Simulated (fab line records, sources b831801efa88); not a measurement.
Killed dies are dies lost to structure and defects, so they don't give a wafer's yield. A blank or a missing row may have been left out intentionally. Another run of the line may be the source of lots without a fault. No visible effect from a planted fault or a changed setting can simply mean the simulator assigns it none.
A struck lot beside a sound one | flow sky130 | 20 steps out of a route of 708
Sound: wafers L754.2, L754.3, L754.6. Wafers L745.1, L745.3, L745.6 were the ones struck. The cause is named last.
Order at every step that has rows: each side's tool, ch and its chambers, its first start. Under that, the readings that differ: sound wafers | struck wafers | difference of the means | sigmas: that difference in standard deviations of wafers without a fault.
alike: words and numbers the same on both sides, and readings whose means are apart by under 2 such deviations; not compared: readings that were withheld, readings missing a value for some wafer, numbers with overlapping values and no deviation given by the record, and bounds like >300 which may hide the same value.
A row with sigmas, a row that says differs or no value, or rows on one side alone: a step with any of these is where the two part. Non-overlapping numbers with no deviation appear without sigmas and do not part them. A reading that every wafer of one side lacks parts them only if that side has two wafers or more.

SKY_LDD_HVP_OVL_MEAS_07:
  sound on overlay-02, day 27 18:22; struck on overlay-02, day 24 17:40
  alike: LDD_HVP_OVL
next, for these wafers, 1 step has no rows: SKY_LDD_HVP_IMPLANT_08.
SKY_LDD_HVP_STRIP_09: strips in O2/N2.
  sound on plasmaAsher-04 ch 0,1, day 27 18:33; struck on plasmaAsher-04 ch 0,1, day 24 17:51
reading                  | sound             | struck            | difference | sigmas
stripTimeToEndpointS (s) | 4.161 4.147 4.166 | 4.126 4.117 4.122 | -0.036     | -2
  alike: drypumpMotorCurrentA, oesProductAu
  not compared: rfHoursCounterH
SKY_LDD_HVP_TW_MEAS_10:
  sound on filmMetro-03, day 27 18:40; struck on filmMetro-03, day 24 17:57
  alike: LDD_HVP_TW
then, 7 steps without rows for these wafers: SKY_LDD_LDN_DEHYDRATE_00 (time 60 s); SKY_LDD_LDN_HMDS_01 (prime time 60 s); SKY_LDD_LDN_COAT_02 (resist thk 1140 nm); SKY_LDD_LDN_SOFTBAKE_03 (time 60 s); SKY_LDD_LDN_EXPOSE_04 (exposes mask LDNTM, target cd 700 nm); SKY_LDD_LDN_PEB_05; SKY_LDD_LDN_DEVELOP_06 (develop time 60 s).
SKY_LDD_LDN_OVL_MEAS_07:
  sound on overlay-01, day 28 23:29; struck on overlay-02, day 25 23:19
reading          | sound       | struck        | difference | sigmas
LDD_LDN_OVL (nm) | 2.2 3.8 3.2 | 1.5 -0.4 -0.2 | -2.8       | -2
SKY_LDD_LDN_IMPLANT_08:
  sound on implanter-04 ch 0, day 28 23:32; struck on implanter-02 ch 0, day 25 23:21
reading          | sound                            | struck                        | difference | sigmas
doseIonsCm2      | 1.2489e+13 1.2509e+13 1.2496e+13 | 2.465e+12 2.479e+12 2.473e+12 | -1.003e+13 | -99 or more
faradayCurrentUA | 67.4 72.4 70.8                   | 14.3 13.2 14.0                | -56.4      | -38
  alike: beamOnS
then, 3 steps without rows for these wafers: SKY_LDD_LDN_IMPLANT_09; SKY_LDD_LDN_IMPLANT_10; SKY_LDD_LDN_IMPLANT_11.
SKY_LDD_LDN_STRIP_12: strips in O2/N2.
  sound on plasmaAsher-03 ch 0,1, day 29 00:07; struck on plasmaAsher-04 ch 0,1, day 25 23:57
  alike: drypumpMotorCurrentA, oesProductAu, stripTimeToEndpointS
  not compared: rfHoursCounterH
SKY_LDD_LDN_TW_MEAS_13:
  sound on filmMetro-02, day 29 00:14; struck on filmMetro-02, day 26 00:03
reading    | sound          | struck         | difference | sigmas
LDD_LDN_TW | 1487 1487 1485 | 1384 1386 1387 | -101       | -8
then, 1 step without rows for these wafers: SKY_LDD_LDN_CLEAN_14 (cleans in SC1/SC2, time 150 s).
-- record jumps: 22 days separate the struck wafers' starts on either side; left off in module LDD_LDN, taken up again in module PAD_OPEN, whose first shown step is the route's number 708 --
SKY_PAD_OPEN_PROBE_99:
  sound on prober-02, day 49 21:35; struck on prober-01, day 48 00:14
reading                      | sound          | struck         | difference | sigmas
model.etest.tipSonos.rsOhmSq | 2647 2662 2663 | 2906 2908 2894 | +245       | 
  alike: killed_at_M0_to_M3, killed_at_M4_up, killedAtContacts, killedAtFrontEnd, killedAtOther, killedDies, killedOpen, killedShort

== WHERE THEY PART ==
Last at SKY_LDD_LDN_TW_MEAS_13 as far as this record goes, first at SKY_LDD_HVP_STRIP_09. Later steps at which nothing parts them and some readings are alike: SKY_PAD_OPEN_PROBE_99.

WHY: whatever the simulator had introduced
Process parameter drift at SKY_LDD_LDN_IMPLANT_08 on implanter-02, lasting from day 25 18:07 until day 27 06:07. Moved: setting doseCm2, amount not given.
